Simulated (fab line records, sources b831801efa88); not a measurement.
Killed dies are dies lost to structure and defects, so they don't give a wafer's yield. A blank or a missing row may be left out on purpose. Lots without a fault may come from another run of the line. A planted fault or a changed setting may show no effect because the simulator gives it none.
fab line records | flow gf180mcu
record lots=24 wafers=72 last_day=34
route steps=602 shown HV_LDD@207 SAB@277 M1@316 V1@349 M2@365 V2@385
lots that met no fault: from a run of the same line without faults
start_h: hours from the record's first day to the start of the lot's first wafer shown | wait_h: hours since the lot's step before | " the same as in the row above | L1.1+2: a row that stands for several wafers | - no value, or no start given | * or withheld: withheld | < > ~ a bound
route shown NAME@n: a module of which the file shows steps, and the number in the route of the first | usual: mean/standard deviation of fault-free wafers | same: alike in all rows | chamber/n: place in a boat | sites: the reading at each site | _std_site: their standard deviation | _edge_site: outer sites' mean less inner sites' | radius_mm: how far each site lies from the wafer's centre | mask NAME#n: copy n | behind: the tool/chamber that last shaped the wafer | hold: why the lot was held/for how many hours/how that ended | device: the transistor (n, p or np) that didn't switch | end of line: the same wafers' tests at the end of the route | a step without rows: its recipe alone | killed: dies lost to structure and defects at the first sort, not the wafer's yield | map: a wafer's dies, x killed, . not, _ none there
set.NAME: the setting as run; set.NAME@STEP: as run at that earlier step | model.NAME: the simulator's own value behind a step, which no gauge read
steps of the route over a sample of lots; a table a step, a row a wafer
services: from which hour (start_h, from the record's first day; less than 0 if before it) a tool's chamber was out of use, for how many hours, and why
## steps
# step GF_HV_LDD_CD_MEAS_31
# recipe target_cd_nm=400
# usual cd_nm=399.7/2
# columns lot.wafer tool chamber start_h wait_h cd_nm
L074.1 cd_sem-01 - 255.41 0.1 398.1
L074.2 " - " " 400.0
L074.6 " - " " 399.0
L075.2 cd_sem-02 - 264.85 0.1 400.9
L075.3 " - " " 400.9
L075.4 " - " " 402.4
L076.3 cd_sem-02 - 268.92 0.1 396.3
L076.5 " - " " 396.7
L076.6 " - " " 398.1
L077.1 cd_sem-01 - 279.61 0.1 400.7
L077.2 " - " " 401.3
L077.3 " - " " 401.9
L078.1 cd_sem-02 - 285.23 0.1 397.6
L078.3 " - " " 396.7
L078.5 " - " " 398.8
L079.2 cd_sem-01 - 288.40 0.1 395.5
L079.4 " - " " 397.0
L079.6 " - " " 397.6
L080.1 cd_sem-02 - 298.43 0.1 396.5
L080.2 " - " " 397.4
L080.3 " - " " 397.2
L081.1 cd_sem-01 - 309.70 0.1 402.8
L081.3 " - " " 404.0
L081.5 " - " " 403.4
L082.1 cd_sem-01 - 313.13 0.1 399.8
L082.3 " - " " 399.0
L082.5 " - " " 399.0
L083.2 cd_sem-02 - 320.78 0.1 398.9
L083.3 " - " " 399.1
L083.4 " - " " 401.3
L084.3 cd_sem-01 - 335.29 0.1 399.9
L084.5 " - " " 400.5
L084.6 " - " " 400.0
L085.1 cd_sem-02 - 338.73 0.1 402.7
L085.4 " - " " 402.3
L085.6 " - " " 401.0
L086.2 cd_sem-01 - 348.32 0.1 401.1
L086.4 " - " " 399.5
L086.5 " - " " 398.7
L087.1 cd_sem-02 - 354.20 0.1 402.8
L087.2 " - " " 403.0
L087.3 " - " " 401.6
L088.1 cd_sem-02 - 363.51 0.1 399.8
L088.3 " - " " 398.4
L088.4 " - " " 400.5
L089.2 cd_sem-01 - 372.47 0.1 400.1
L089.4 " - " " 398.6
L089.6 " - " " 400.4
L090.2 cd_sem-01 - 383.17 0.1 402.2
L090.3 " - " " 402.3
L090.6 " - " " 401.1
L092.1 cd_sem-01 - 403.28 0.1 400.0
L092.2 " - " " 399.0
L092.5 " - " " 398.9
L091.1 cd_sem-02 - 404.25 0.1 398.4
L091.2 " - " " 398.2
L091.3 " - " " 397.3
L093.2 cd_sem-01 - 414.52 0.1 399.4
L093.3 " - " " 398.1
L093.6 " - " " 398.1
L094.3 cd_sem-02 - 418.27 0.1 398.8
L094.4 " - " " 397.8
L094.6 " - " " 397.9
L095.1 cd_sem-01 - 425.55 0.1 399.4
L095.2 " - " " 398.5
L095.3 " - " " 398.7
L097.2 cd_sem-01 - 436.47 0.1 402.3
L097.4 " - " " 401.0
L097.6 " - " " 401.8
L096.2 cd_sem-01 - 439.72 0.1 399.2
L096.4 " - " " 399.8
L096.5 " - " " 399.9
# step GF_SAB_STRIP_13
# recipe chemistry=O2/N2 power_w=1400 pressure_mtorr=1500 platen_temp_c=250 o2_flow_sccm=3000 n2_flow_sccm=300 overash_fraction=0.5
# usual drypump_motor_current_A=6.1/0.46 heater_power_w=349/58 oes_product_au=0.710/0.0043 strip_time_to_endpoint_s=12.60/0.034
# columns lot.wafer tool chamber start_h wait_h drypump_motor_current_A heater_power_w oes_product_au rf_hours_counter_h strip_time_to_endpoint_s
L074.1 plasma_asher-02 0 341.91 0.0 6.5 303 0.711 73 12.59
L074.2 " 1 " " 6.4 364 0.713 73 12.60
L074.6 " 0 " " 6.5 305 0.711 - 12.59
L075.2 plasma_asher-02 0 351.75 0.0 6.4 306 0.714 74 12.62
L075.3 " 0 " " 6.4 304 0.706 - 12.61
L075.4 " 1 " " 6.4 379 0.717 - 12.59
L076.3 plasma_asher-02 1 356.60 0.0 6.4 371 0.715 - 12.60
L076.5 " 0 " " 6.5 310 0.722 - 12.63
L076.6 " 1 " " 6.4 367 0.708 - 12.59
L077.1 plasma_asher-01 0 370.30 0.0 5.7 305 0.709 69 12.63
L077.2 " 1 " " 5.4 449 0.716 69 12.60
L077.3 " 1 " " 5.4 454 0.716 - 12.62
L078.1 plasma_asher-02 0 374.20 0.0 6.4 303 0.717 77 12.64
L078.3 " 1 " " 6.3 370 0.714 - 12.63
L078.5 " 1 " " 6.3 375 0.706 - 12.59
L079.2 plasma_asher-01 1 378.84 0.0 5.4 444 0.713 70 12.60
L079.4 " 0 " " 5.7 303 0.711 - 12.64
L079.6 " 1 " " 5.4 463 0.709 - 12.64
L080.1 plasma_asher-04 0 389.04 0.0 6.7 341 0.709 57 12.55
L080.2 " 1 " " 6.2 283 0.715 57 12.55
L080.3 " 0 " " 6.7 334 0.708 - 12.55
L081.1 plasma_asher-04 1 403.71 0.0 6.2 284 0.709 59 12.54
L081.3 " 0 " " 6.7 340 0.705 - 12.59
L081.5 " 0 " " 6.7 329 0.716 - 12.56
L082.1 plasma_asher-02 0 405.71 0.0 6.4 309 0.706 80 12.60
L082.3 " 1 " " 6.3 371 0.711 - 12.55
L082.5 " 0 " " 6.5 308 0.712 - 12.56
L083.2 plasma_asher-04 0 415.45 0.0 6.6 338 0.706 60 12.61
L083.3 " 0 " " 6.7 331 0.715 - 12.61
L083.4 " 1 " " 6.2 286 0.707 - 12.62
L084.3 plasma_asher-01 0 431.02 0.0 5.7 307 0.712 - 12.61
L084.5 " 0 " " 5.7 301 0.719 - 12.62
L084.6 " 1 " " 5.4 450 0.697 - 12.62
L085.1 plasma_asher-01 0 435.60 0.0 5.7 311 0.710 77 12.58
L085.4 " 0 " " 5.7 307 0.709 - 12.59
L085.6 " 0 " " 5.7 306 0.703 - 12.60
L086.2 plasma_asher-04 0 445.86 0.0 6.7 333 0.716 63 12.56
L086.4 " 1 " " 6.2 290 0.709 - 12.53
L086.5 " 0 " " 6.6 336 0.714 - 12.56
L087.1 plasma_asher-04 0 452.29 0.0 6.7 327 0.712 64 12.66
L087.2 " 1 " " 6.2 285 0.705 64 12.63
L087.3 " 0 " " 6.7 331 0.704 - 12.63
L088.1 plasma_asher-04 1 463.11 0.0 6.2 290 0.712 65 12.60
L088.3 " 1 " " 6.2 292 0.706 - 12.61
L088.4 " 0 " " 6.7 341 0.709 - 12.60
L089.2 plasma_asher-01 1 471.94 0.0 5.4 448 0.711 80 12.59
L089.4 " 0 " " 5.7 307 0.710 - 12.60
L089.6 " 0 " " 5.7 309 0.700 - 12.59
L090.2 plasma_asher-02 0 483.64 0.0 6.4 332 0.714 5 12.61
L090.3 " 1 " " 6.4 357 0.703 - 12.62
L090.6 " 1 " " 6.4 356 0.710 - 12.63
L091.1 plasma_asher-01 0 507.39 0.0 5.7 310 0.707 84 12.60
L091.2 " 1 " " 5.4 454 0.708 84 12.62
L091.3 " 1 " " 5.4 462 0.713 - 12.62
L092.1 plasma_asher-01 1 507.69 0.0 5.4 464 0.707 84 12.60
L092.2 " 0 " " 5.7 320 0.702 84 12.60
L092.5 " 1 " " 5.4 457 0.700 - 12.60
L093.2 plasma_asher-01 0 516.04 0.0 5.7 308 0.710 86 12.68
L093.3 " 1 " " 5.4 450 0.713 - 12.68
L093.6 " 0 " " 5.7 309 0.710 - 12.66
L094.3 plasma_asher-01 1 518.75 0.1 5.4 452 0.708 - 12.55
L094.4 " 0 " " 5.7 303 0.706 - 12.56
L094.6 " 0 " " 5.7 309 0.714 - 12.56
L095.1 plasma_asher-02 1 526.09 0.0 6.4 353 0.705 6 12.63
L095.2 " 0 " " 6.5 328 0.711 6 12.68
L095.3 " 1 " " 6.4 360 0.703 - 12.64
L097.2 plasma_asher-02 0 536.44 0.0 6.4 338 0.709 7 12.59
L097.4 " 0 " " 6.4 334 0.706 - 12.58
L097.6 " 0 " " 6.4 326 0.710 - 12.60
L096.2 plasma_asher-01 0 538.74 0.0 5.7 308 0.711 89 12.65
L096.4 " 0 " " 5.7 316 0.707 - 12.61
L096.5 " 1 " " 5.4 445 0.717 - 12.62
# step GF_M1_SPUTTER_01
# recipe material=TiN target_thk_nm=30 power_w=6500 time_s=25 chamber_pressure_pa=0.4
# usual throttle_valve_pct=30.1/0.94
# same time_s=25
# columns lot.wafer tool chamber start_h wait_h throttle_valve_pct
L074.1 pvd_sputter-02 - 366.26 0.1 31.0
L074.2 " - " " 30.3
L074.6 " - " " 29.7
L075.2 pvd_sputter-02 - 376.75 0.1 30.1
L075.3 " - " " 31.2
L075.4 " - " " 31.2
L076.3 pvd_sputter-01 - 381.00 0.1 28.9
L076.5 " - " " 29.9
L076.6 " - " " 31.7
L077.1 pvd_sputter-01 - 395.51 0.1 28.8
L077.2 " - " " 31.7
L077.3 " - " " 31.9
L078.1 pvd_sputter-02 - 399.61 0.1 29.5
L078.3 " - " " 29.5
L078.5 " - " " 29.7
L079.2 pvd_sputter-01 - 405.05 0.1 31.4
L079.4 " - " " 29.8
L079.6 " - " " 31.3
L080.1 pvd_sputter-02 - 415.54 0.1 30.4
L080.2 " - " " 29.6
L080.3 " - " " 30.9
L081.1 pvd_sputter-01 - 430.40 0.1 31.8
L081.3 " - " " 31.3
L081.5 " - " " 28.9
L082.1 pvd_sputter-02 - 432.35 0.1 31.0
L082.3 " - " " 30.4
L082.5 " - " " 30.5
L083.2 pvd_sputter-02 - 442.17 0.1 29.5
L083.3 " - " " 29.4
L083.4 " - " " 30.4
L084.3 pvd_sputter-02 - 458.71 0.1 30.9
L084.5 " - " " 31.0
L084.6 " - " " 29.8
L085.1 pvd_sputter-03 - 462.30 0.1 27.8
L085.4 " - " " 29.5
L085.6 " - " " 27.9
L086.2 pvd_sputter-03 - 473.35 0.1 30.1
L086.4 " - " " 29.5
L086.5 " - " " 29.5
L087.1 pvd_sputter-02 - 479.08 0.1 29.7
L087.2 " - " " 31.2
L087.3 " - " " 29.8
L088.1 pvd_sputter-02 - 490.06 0.1 29.7
L088.3 " - " " 30.4
L088.4 " - " " 29.5
L089.2 pvd_sputter-02 - 498.25 0.1 31.2
L089.4 " - " " 30.4
L089.6 " - " " 29.7
L090.2 pvd_sputter-01 - 510.06 0.1 29.0
L090.3 " - " " 31.8
L090.6 " - " " 29.8
L091.1 pvd_sputter-03 - 533.23 0.1 29.8
L091.2 " - " " 29.8
L091.3 " - " " 29.4
L092.1 pvd_sputter-01 - 533.53 0.1 31.2
L092.2 " - " " 31.3
L092.5 " - " " 29.0
L093.2 pvd_sputter-01 - 541.75 0.1 31.2
L093.3 " - " " 29.8
L093.6 " - " " 31.0
L094.3 pvd_sputter-01 - 544.44 0.1 31.6
L094.4 " - " " 30.0
L094.6 " - " " 31.2
L095.1 pvd_sputter-02 - 551.38 0.1 30.9
L095.2 " - " " 29.4
L095.3 " - " " 30.4
L097.2 pvd_sputter-02 - 561.85 0.1 30.3
L097.4 " - " " 29.5
L097.6 " - " " 29.9
L096.2 pvd_sputter-03 - 563.40 0.1 29.7
L096.4 " - " " 28.1
L096.5 " - " " 28.0
# step GF_V1_CD_MEAS_14
# recipe target_cd_nm=260
# usual cd_nm=260.3/1.4
# columns lot.wafer tool chamber start_h wait_h cd_nm
L074.1 cd_sem-02 - 413.90 0.1 261.5
L074.2 " - " " 260.8
L074.6 " - " " 260.5
L075.2 cd_sem-01 - 424.67 0.1 259.9
L075.3 " - " " 260.4
L075.4 " - " " 261.1
L076.3 cd_sem-02 - 429.92 0.1 259.1
L076.5 " - " " 259.5
L076.6 " - " " 258.4
L077.1 cd_sem-01 - 443.95 0.1 258.0
L077.2 " - " " 258.6
L077.3 " - " " 258.0
L078.1 cd_sem-01 - 449.13 0.1 259.4
L078.3 " - " " 260.0
L078.5 " - " " 259.3
L079.2 cd_sem-02 - 454.00 0.1 259.6
L079.4 " - " " 260.8
L079.6 " - " " 260.3
L080.1 cd_sem-01 - 465.50 0.1 259.3
L080.2 " - " " 261.0
L080.3 " - " " 259.2
L081.1 cd_sem-02 - 480.25 0.1 260.4
L081.3 " - " " 261.2
L081.5 " - " " 259.8
L082.1 cd_sem-02 - 482.78 0.1 259.2
L082.3 " - " " 258.0
L082.5 " - " " 260.0
L083.2 cd_sem-01 - 492.25 0.1 258.7
L083.3 " - " " 258.3
L083.4 " - " " 257.9
L084.3 cd_sem-02 - 507.77 0.1 262.4
L084.5 " - " " 262.6
L084.6 " - " " 261.0
L085.1 cd_sem-01 - 510.80 0.1 259.4
L085.4 " - " " 260.0
L085.6 " - " " 258.9
L086.2 cd_sem-01 - 521.47 0.1 261.9
L086.4 " - " " 261.4
L086.5 " - " " 260.6
L087.1 cd_sem-02 - 527.75 0.1 261.1
L087.2 " - " " 260.8
L087.3 " - " " 261.9
L088.1 cd_sem-02 - 538.05 0.1 261.5
L088.3 " - " " 262.5
L088.4 " - " " 263.2
L089.2 cd_sem-02 - 544.82 0.1 261.7
L089.4 " - " " 261.1
L089.6 " - " " 260.8
L090.2 cd_sem-02 - 556.72 0.1 261.4
L090.3 " - " " 261.6
L090.6 " - " " 262.7
L091.1 cd_sem-01 - 578.90 0.1 261.4
L091.2 " - " " 260.8
L091.3 " - " " 262.0
L092.1 cd_sem-02 - 579.08 0.1 258.3
L092.2 " - " " 257.7
L092.5 " - " " 257.3
L093.2 cd_sem-01 - 586.47 0.1 260.7
L093.3 " - " " 260.2
L093.6 " - " " 259.6
L094.3 cd_sem-02 - 589.14 0.1 258.4
L094.4 " - " " 260.4
L094.6 " - " " 260.1
L095.1 cd_sem-01 - 597.30 0.1 259.0
L095.2 " - " " 259.9
L095.3 " - " " 260.5
L097.2 cd_sem-01 - 605.97 0.1 261.1
L097.4 " - " " 261.1
L097.6 " - " " 260.2
L096.2 cd_sem-02 - 607.67 0.1 259.4
L096.4 " - " " 259.5
L096.5 " - " " 259.2
# step GF_M2_SPUTTER_03
# recipe material=Ti target_thk_nm=10 substrate_temp_c=300 chamber_pressure_pa=0.3 power_w=3000 time_s=6.7
# usual throttle_valve_pct=30.5/0.99
# same time_s=6.7
# columns lot.wafer tool chamber start_h wait_h throttle_valve_pct
L074.1 pvd_sputter-01 - 415.67 0.0 31.8
L074.2 " - " " 31.2
L074.6 " - " " 31.9
L075.2 pvd_sputter-02 - 426.44 0.0 30.1
L075.3 " - " " 29.8
L075.4 " - " " 31.0
L076.3 pvd_sputter-01 - 431.67 0.0 29.8
L076.5 " - " " 31.7
L076.6 " - " " 29.9
L077.1 pvd_sputter-02 - 445.66 0.0 31.1
L077.2 " - " " 29.9
L077.3 " - " " 29.6
L078.1 pvd_sputter-02 - 450.81 0.0 30.5
L078.3 " - " " 31.0
L078.5 " - " " 29.7
L079.2 pvd_sputter-02 - 455.77 0.0 29.8
L079.4 " - " " 31.0
L079.6 " - " " 29.6
L080.1 pvd_sputter-04 - 467.17 0.0 32.9
L080.2 " - " " 30.4
L080.3 " - " " 31.2
L081.1 pvd_sputter-01 - 481.92 0.0 31.3
L081.3 " - " " 29.0
L081.5 " - " " 31.3
L082.1 pvd_sputter-01 - 484.45 0.0 29.0
L082.3 " - " " 29.7
L082.5 " - " " 29.7
L083.2 pvd_sputter-01 - 493.93 0.0 29.2
L083.3 " - " " 31.2
L083.4 " - " " 30.0
L084.3 pvd_sputter-04 - 509.43 0.0 31.5
L084.5 " - " " 32.8
L084.6 " - " " 29.6
L085.1 pvd_sputter-02 - 512.56 0.0 30.5
L085.4 " - " " 29.5
L085.6 " - " " 30.5
L086.2 pvd_sputter-02 - 523.12 0.0 29.6
L086.4 " - " " 30.5
L086.5 " - " " 29.7
L087.1 pvd_sputter-02 - 529.42 0.0 30.3
L087.2 " - " " 31.1
L087.3 " - " " 29.5
L088.1 pvd_sputter-04 - 539.72 0.0 29.8
L088.3 " - " " 33.0
L088.4 " - " " 31.5
L089.2 pvd_sputter-02 - 546.47 0.0 30.9
L089.4 " - " " 29.5
L089.6 " - " " 31.0
L090.2 pvd_sputter-04 - 558.37 0.0 29.7
L090.3 " - " " 30.1
L090.6 " - " " 31.8
L091.1 pvd_sputter-04 - 580.60 0.0 31.5
L091.2 " - " " 30.2
L091.3 " - " " 29.6
L092.1 pvd_sputter-02 - 580.78 0.0 29.8
L092.2 " - " " 29.8
L092.5 " - " " 29.8
L093.2 pvd_sputter-02 - 588.23 0.0 29.6
L093.3 " - " " 29.8
L093.6 " - " " 30.9
L094.3 pvd_sputter-01 - 590.92 0.0 31.3
L094.4 " - " " 31.5
L094.6 " - " " 29.9
L095.1 pvd_sputter-01 - 598.97 0.0 30.0
L095.2 " - " " 29.0
L095.3 " - " " 31.0
L097.2 pvd_sputter-02 - 607.73 0.0 29.9
L097.4 " - " " 29.7
L097.6 " - " " 29.8
L096.2 pvd_sputter-01 - 609.51 0.0 29.7
L096.4 " - " " 28.9
L096.5 " - " " 30.0
# step GF_V2_THK_MEAS_03
# recipe reads=SiO2_of_V2_CVD_02
# usual V2_CVD_02_THK=849/12
# columns lot.wafer tool chamber start_h wait_h V2_CVD_02_THK[nm]
L074.1 film_metro-03 - 440.59 0.0 830
L074.2 " - " " 853
L074.6 " - " " 856
L075.2 film_metro-01 - 451.99 0.0 831
L075.3 " - " " 857
L075.4 " - " " 853
L076.3 film_metro-02 - 456.96 0.1 834
L076.5 " - " " 849
L076.6 " - " " 846
L077.1 film_metro-02 - 470.60 0.0 863
L077.2 " - " " 834
L077.3 " - " " 849
L078.1 film_metro-02 - 475.83 0.1 840
L078.3 " - " " 842
L078.5 " - " " 851
L079.2 film_metro-01 - 480.88 0.0 843
L079.4 " - " " 860
L079.6 " - " " 853
L080.1 film_metro-01 - 491.68 0.0 849
L080.2 " - " " 832
L080.3 " - " " 849
L081.1 film_metro-02 - 506.22 0.0 841
L081.3 " - " " 856
L081.5 " - " " 867
L082.1 film_metro-03 - 509.30 0.0 841
L082.3 " - " " 843
L082.5 " - " " 864
L083.2 film_metro-01 - 517.93 0.0 840
L083.3 " - " " 853
L083.4 " - " " 882
L084.3 film_metro-03 - 533.37 0.1 840
L084.5 " - " " 853
L084.6 " - " " 857
L085.1 film_metro-02 - 536.85 0.0 860
L085.4 " - " " 850
L085.6 " - " " 861
L086.2 film_metro-02 - 546.81 0.0 822
L086.4 " - " " 845
L086.5 " - " " 855
L087.1 film_metro-01 - 553.03 0.0 849
L087.2 " - " " 842
L087.3 " - " " 848
L088.1 film_metro-03 - 562.05 0.0 845
L088.3 " - " " 841
L088.4 " - " " 860
L089.2 film_metro-02 - 568.86 0.0 857
L089.4 " - " " 857
L089.6 " - " " 869
L090.2 film_metro-01 - 581.56 0.0 860
L090.3 " - " " 852
L090.6 " - " " 868
L091.1 film_metro-02 - 602.40 0.0 842
L091.2 " - " " 843
L091.3 " - " " 818
L092.1 film_metro-01 - 602.95 0.0 832
L092.2 " - " " 832
L092.5 " - " " 864
L093.2 film_metro-03 - 610.69 0.0 824
L093.3 " - " " 836
L093.6 " - " " 839
L094.3 film_metro-03 - 613.70 0.1 832
L094.4 " - " " 855
L094.6 " - " " 857
L095.1 film_metro-03 - 620.77 0.0 826
L095.2 " - " " 825
L095.3 " - " " 835
L097.2 film_metro-01 - 629.11 0.0 839
L097.4 " - " " 862
L097.6 " - " " 864
L096.2 film_metro-01 - 631.01 0.0 848
L096.4 " - " " 862
L096.5 " - " " 844
## services
# columns tool chamber start_h hours kind
plasma_asher-01 - 341.68 0.9 repair
pvd_sputter-04 - 345.53 10.9 repair
pvd_sputter-04 - 361.27 5.7 repair
pvd_sputter-02 3 368.23 - consumable_replace:kit
pvd_sputter-02 3 368.23 18.0 scheduled_down
pvd_sputter-02 3 368.23 18.0 vent_cycle
plasma_asher-04 - 370.09 10.0 pm
plasma_asher-01 - 398.47 5.5 repair
plasma_asher-02 - 418.98 13.3 repair
plasma_asher-04 - 419.06 2.0 repair
plasma_asher-02 - 424.69 0.8 repair
pvd_sputter-01 - 426.56 1.4 repair
pvd_sputter-02 - 427.17 1.0 repair
plasma_asher-02 - 432.28 9.0 pm
pvd_sputter-03 - 475.51 18.6 repair
plasma_asher-01 - 476.14 2.5 repair
plasma_asher-02 - 488.21 4.3 pm
plasma_asher-02 - 496.72 28.1 pm
plasma_asher-04 - 506.56 14.6 pm
plasma_asher-04 - 540.85 28.3 repair
pvd_sputter-02 2 551.51 - consumable_replace:kit
pvd_sputter-02 - 554.99 1.7 repair
pvd_sputter-01 - 563.03 2.9 repair
plasma_asher-01 - 590.36 8.8 pm
## key
fault none
